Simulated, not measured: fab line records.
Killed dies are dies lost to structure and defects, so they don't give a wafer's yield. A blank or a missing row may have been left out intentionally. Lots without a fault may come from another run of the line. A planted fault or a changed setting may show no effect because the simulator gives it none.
What tool caused it? || flow gf180mcu || 37 wafers from 13 lots sampled at 5 of the route's 602 steps

== WHAT EACH GAUGE READ, for each wafer ==
GF_CONTACT_OVL_MEAS_15. Usual: CONTACT_OVL typically reads -1 nm, with standard deviation 5.5.
{"lot": "L583", "measured": "day 16 04:58", "on": "overlay-01", "CONTACT_OVL (nm)": "0 0 -5", "flag": ""}
{"lot": "L584", "measured": "day 16 16:48", "on": "overlay-02", "CONTACT_OVL (nm)": "0 1 3", "flag": ""}
{"lot": "L585", "measured": "day 17 02:18", "on": "overlay-02", "CONTACT_OVL (nm)": "-6 -12 1", "flag": ""}
{"lot": "L587", "measured": "day 17 15:03", "on": "overlay-02", "CONTACT_OVL (nm)": "2 4 1", "flag": ""}
{"lot": "L588", "measured": "day 17 20:01", "on": "overlay-02", "CONTACT_OVL (nm)": "0 -1 -2", "flag": ""}
{"lot": "L590", "measured": "day 18 14:08", "on": "overlay-01", "CONTACT_OVL (nm)": "6 -2 6", "flag": ""}
{"lot": "L592", "measured": "day 19 08:39", "on": "overlay-02", "CONTACT_OVL (nm)": "-6 -10 -1", "flag": ""}
{"lot": "L596", "measured": "day 21 03:48", "on": "overlay-01", "CONTACT_OVL (nm)": "-2 -8 -1", "flag": ""}
{"lot": "L597", "measured": "day 21 23:31", "on": "overlay-02", "CONTACT_OVL (nm)": "3 3 5", "flag": ""}
{"lot": "L600", "measured": "day 23 06:40", "on": "overlay-02", "CONTACT_OVL (nm)": "0 2", "flag": ""}
{"lot": "L601", "measured": "day 23 22:07", "on": "overlay-01", "CONTACT_OVL (nm)": "-6 -2", "flag": ""}
{"lot": "L602", "measured": "day 24 04:23", "on": "overlay-02", "CONTACT_OVL (nm)": "-2 -8 -1", "flag": ""}
{"lot": "L604", "measured": "day 24 13:11", "on": "overlay-02", "CONTACT_OVL (nm)": "5 0 9", "flag": ""}

GF_M1_CD_MEAS_14: target cd 230 nm. Usual: 229.5 nm for cd-nm, sd 1.2.
{"lot": "L583", "measured": "day 17 04:32", "on": "cd-sem-02", "cd-nm (nm)": "230.2 230.1 229.8", "flag": ""}
{"lot": "L584", "measured": "day 17 16:34", "on": "cd-sem-02", "cd-nm (nm)": "229.8 229.3 229.6", "flag": ""}
{"lot": "L585", "measured": "day 18 02:31", "on": "cd-sem-02", "cd-nm (nm)": "228.3 228.3 228.1", "flag": ""}
{"lot": "L587", "measured": "day 18 15:51", "on": "cd-sem-02", "cd-nm (nm)": "228.6 228.3 228.1", "flag": ""}
{"lot": "L588", "measured": "day 18 20:25", "on": "cd-sem-02", "cd-nm (nm)": "227.8 228.0 227.6", "flag": ""}
{"lot": "L590", "measured": "day 19 14:13", "on": "cd-sem-02", "cd-nm (nm)": "229.6 229.7 230.0", "flag": ""}
{"lot": "L592", "measured": "day 20 09:46", "on": "cd-sem-01", "cd-nm (nm)": "228.6 229.5 228.1", "flag": ""}
{"lot": "L596", "measured": "day 22 05:01", "on": "cd-sem-02", "cd-nm (nm)": "229.9 228.9 229.0", "flag": ""}
{"lot": "L597", "measured": "day 23 00:03", "on": "cd-sem-02", "cd-nm (nm)": "230.4 230.8 229.8", "flag": ""}
{"lot": "L600", "measured": "day 24 06:17", "on": "cd-sem-02", "cd-nm (nm)": "229.6 216.7 229.5 216.9", "flag": "OFF"}
{"lot": "L601", "measured": "day 24 21:52", "on": "cd-sem-01", "cd-nm (nm)": "216.6 229.3 216.3 229.2", "flag": "OFF"}
{"lot": "L602", "measured": "day 25 03:05", "on": "cd-sem-01", "cd-nm (nm)": "230.3 231.6 231.4", "flag": ""}
{"lot": "L604", "measured": "day 25 11:47", "on": "cd-sem-01", "cd-nm (nm)": "229.5 229.2 229.1", "flag": ""}

== EACH LOT AND THE TOOL THAT RAN IT (in order: tool; ch and the chambers of the sampled wafers; start) ==
{"lot": "L583", "GF_CONTACT_CMP_04": "cmp-02 ch 0,2,3, day 15 08:10", "GF_CONTACT_ETCH_17": "rie-diel-01 ch 0,1,3, day 16 17:44 or earlier", "GF_M1_EXPOSE_11": "krf-scanner-01 ch 0, day 16 17:44"}
{"lot": "L584", "GF_CONTACT_CMP_04": "cmp-01 ch 0,1,2, day 15 18:44", "GF_CONTACT_ETCH_17": "rie-diel-01 ch 0,1,3, day 17 05:26 or earlier", "GF_M1_EXPOSE_11": "krf-scanner-01 ch 0, day 17 05:26"}
{"lot": "L585", "GF_CONTACT_CMP_04": "cmp-01 ch 0,1, day 16 03:08", "GF_CONTACT_ETCH_17": "rie-diel-04 ch 0,1, day 17 14:37 or earlier", "GF_M1_EXPOSE_11": "krf-scanner-01 ch 0, day 17 14:37"}
{"lot": "L587", "GF_CONTACT_CMP_04": "cmp-01 ch 2,3, day 16 16:14", "GF_CONTACT_ETCH_17": "rie-diel-01 ch 0,1,2, day 18 04:23 or earlier", "GF_M1_EXPOSE_11": "krf-scanner-01 ch 0, day 18 04:23"}
{"lot": "L588", "GF_CONTACT_CMP_04": "cmp-01 ch 1,2, day 16 21:06", "GF_CONTACT_ETCH_17": "rie-diel-01 ch 1,2,3, day 18 09:29 or earlier", "GF_M1_EXPOSE_11": "krf-scanner-01 ch 0, day 18 09:29"}
{"lot": "L590", "GF_CONTACT_CMP_04": "cmp-01 ch 2,3, day 17 14:13", "GF_CONTACT_ETCH_17": "rie-diel-01 ch 0,2, day 19 02:47 or earlier", "GF_M1_EXPOSE_11": "krf-scanner-02 ch 0, day 19 02:47"}
{"lot": "L592", "GF_CONTACT_CMP_04": "cmp-02 ch 1,2,3, day 18 08:40", "GF_CONTACT_ETCH_17": "rie-diel-03 ch 0,1,2, day 19 21:44 or earlier", "GF_M1_EXPOSE_11": "krf-scanner-01 ch 0, day 19 21:44"}
{"lot": "L596", "GF_CONTACT_CMP_04": "cmp-01 ch 0,1, day 20 04:29", "GF_CONTACT_ETCH_17": "rie-diel-03 ch 1,2,3, day 21 17:05 or earlier", "GF_M1_EXPOSE_11": "krf-scanner-01 ch 0, day 21 17:05"}
{"lot": "L597", "GF_CONTACT_CMP_04": "cmp-01 ch 1,2,3, day 20 23:26", "GF_CONTACT_ETCH_17": "rie-diel-04 ch 1,3, day 22 12:56 or earlier", "GF_M1_EXPOSE_11": "krf-scanner-02 ch 0, day 22 12:56"}
{"lot": "L600", "GF_CONTACT_CMP_04": "cmp-01 ch 3, day 22 07:38", "GF_CONTACT_ETCH_17": "rie-diel-03 ch 1,3, day 23 19:06 or earlier", "GF_M1_EXPOSE_11": "krf-scanner-01 ch 0, day 23 19:06"}
{"lot": "L601", "GF_CONTACT_CMP_04": "cmp-01 ch 1,3, day 22 22:29", "GF_CONTACT_ETCH_17": "rie-diel-04 ch 0,1, day 24 10:50 or earlier", "GF_M1_EXPOSE_11": "krf-scanner-01 ch 0, day 24 10:50"}
{"lot": "L602", "GF_CONTACT_CMP_04": "cmp-01 ch 0,2,3, day 23 05:20", "GF_CONTACT_ETCH_17": "rie-diel-04 ch 0,2,3, day 24 17:01 or earlier", "GF_M1_EXPOSE_11": "krf-scanner-02 ch 0, day 24 17:01"}
{"lot": "L604", "GF_CONTACT_CMP_04": "cmp-01 ch 0,3, day 23 14:50", "GF_CONTACT_ETCH_17": "rie-diel-04 ch 1,2,3, day 25 01:11 or earlier", "GF_M1_EXPOSE_11": "krf-scanner-02 ch 0, day 25 01:11"}
- GF_CONTACT_CMP_04: polishes SiO2.
- GF_CONTACT_ETCH_17: etches SiO2 in C4F8/O2/Ar, stops on CoSi2, target depth 860 nm.
- GF_M1_EXPOSE_11: exposes mask Metal1, target cd 230 nm.

== WHAT THE TOOLS THEMSELVES READ (means of the sampled wafers that have a number; where no wafer has one, the mark that the record gives instead) ==
GF_CONTACT_CMP_04. Usual: motor-current-A 11.6 A, standard deviation 1.7; retaining-ring-pressure-frac 1.001, standard deviation 0.0049; time-to-endpoint-s 112 s, standard deviation 7.
{"lot": "L583", "tool": "cmp-02", "motor-current-A (A)": 12.1, "retaining-ring-pressure-frac": 0.995, "time-to-endpoint-s (s)": 103, "flag": ""}
{"lot": "L584", "tool": "cmp-01", "motor-current-A (A)": 11.6, "retaining-ring-pressure-frac": 0.999, "time-to-endpoint-s (s)": 123, "flag": ""}
{"lot": "L585", "tool": "cmp-01", "motor-current-A (A)": 10.1, "retaining-ring-pressure-frac": 0.999, "time-to-endpoint-s (s)": 119, "flag": ""}
{"lot": "L587", "tool": "cmp-01", "motor-current-A (A)": 10.9, "retaining-ring-pressure-frac": 0.999, "time-to-endpoint-s (s)": 125, "flag": ""}
{"lot": "L588", "tool": "cmp-01", "motor-current-A (A)": 12.2, "retaining-ring-pressure-frac": 0.998, "time-to-endpoint-s (s)": 121, "flag": ""}
{"lot": "L590", "tool": "cmp-01", "motor-current-A (A)": 11.1, "retaining-ring-pressure-frac": 0.997, "time-to-endpoint-s (s)": 122, "flag": ""}
{"lot": "L592", "tool": "cmp-02", "motor-current-A (A)": 12.6, "retaining-ring-pressure-frac": 1.006, "time-to-endpoint-s (s)": 116, "flag": ""}
{"lot": "L596", "tool": "cmp-01", "motor-current-A (A)": 10.6, "retaining-ring-pressure-frac": 1.005, "time-to-endpoint-s (s)": 107, "flag": ""}
{"lot": "L597", "tool": "cmp-01", "motor-current-A (A)": 11.5, "retaining-ring-pressure-frac": 1.000, "time-to-endpoint-s (s)": 109, "flag": ""}
{"lot": "L600", "tool": "cmp-01", "motor-current-A (A)": 9.7, "retaining-ring-pressure-frac": 0.994, "time-to-endpoint-s (s)": 114, "flag": ""}
{"lot": "L601", "tool": "cmp-01", "motor-current-A (A)": 10.6, "retaining-ring-pressure-frac": 0.999, "time-to-endpoint-s (s)": 120, "flag": ""}
{"lot": "L602", "tool": "cmp-01", "motor-current-A (A)": 10.9, "retaining-ring-pressure-frac": 0.999, "time-to-endpoint-s (s)": 113, "flag": ""}
{"lot": "L604", "tool": "cmp-01", "motor-current-A (A)": 9.3, "retaining-ring-pressure-frac": 1.005, "time-to-endpoint-s (s)": 111, "flag": ""}

GF_CONTACT_ETCH_17. Usual: 0.814 a.u. for oes-product-au, sd 0.005.
{"lot": "L583", "tool": "rie-diel-01", "oes-product-au (a.u.)": 0.813, "flag": ""}
{"lot": "L584", "tool": "rie-diel-01", "oes-product-au (a.u.)": 0.817, "flag": ""}
{"lot": "L585", "tool": "rie-diel-04", "oes-product-au (a.u.)": 0.813, "flag": ""}
{"lot": "L587", "tool": "rie-diel-01", "oes-product-au (a.u.)": 0.815, "flag": ""}
{"lot": "L588", "tool": "rie-diel-01", "oes-product-au (a.u.)": 0.816, "flag": ""}
{"lot": "L590", "tool": "rie-diel-01", "oes-product-au (a.u.)": 0.812, "flag": ""}
{"lot": "L592", "tool": "rie-diel-03", "oes-product-au (a.u.)": 0.808, "flag": ""}
{"lot": "L596", "tool": "rie-diel-03", "oes-product-au (a.u.)": 0.809, "flag": ""}
{"lot": "L597", "tool": "rie-diel-04", "oes-product-au (a.u.)": 0.814, "flag": ""}
{"lot": "L600", "tool": "rie-diel-03", "oes-product-au (a.u.)": 0.817, "flag": ""}
{"lot": "L601", "tool": "rie-diel-04", "oes-product-au (a.u.)": 0.815, "flag": ""}
{"lot": "L602", "tool": "rie-diel-04", "oes-product-au (a.u.)": 0.818, "flag": ""}
{"lot": "L604", "tool": "rie-diel-04", "oes-product-au (a.u.)": 0.807, "flag": ""}

== THE ANSWER, worked out from the rows above alone ==
Rule: lot off if the mean of its wafers having a number is beyond 3 standard deviations from the usual mean. A lot without any number at a reading at which 4 lots or more have one is off too. All remaining lots with rows at the step are treated as sound. Order of review: gauges by route order, followed by the tools' own readings, for which a lot's mean as printed above is used. The first step at which some lot is off is used, and at that step the reading that is off furthest; a lot without a number counts as furthest.
Off: L600, L601, at GF_M1_CD_MEAS_14 (cd-nm).
If a tool, at a process step before that reading, ran all the lots that are off and no sound lot after the first of them, it fits. Gauges at GF_M1_CD_MEAS_14: tried the same way as those tools. With no start given for some of its lots, GF_CONTACT_ETCH_17 uses the hours and lot order of GF_M1_EXPOSE_11. One fits: GF_M1_EXPOSE_11 on krf-scanner-01. A fault onset in the window from L596 (day 21 17:05, its last sound lot) to L600 (day 23 19:06, its first lot off) fits.

== WHAT THE SIMULATOR PUT IN ==
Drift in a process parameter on krf-scanner-01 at GF_M1_EXPOSE_11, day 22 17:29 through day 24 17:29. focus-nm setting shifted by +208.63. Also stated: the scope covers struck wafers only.
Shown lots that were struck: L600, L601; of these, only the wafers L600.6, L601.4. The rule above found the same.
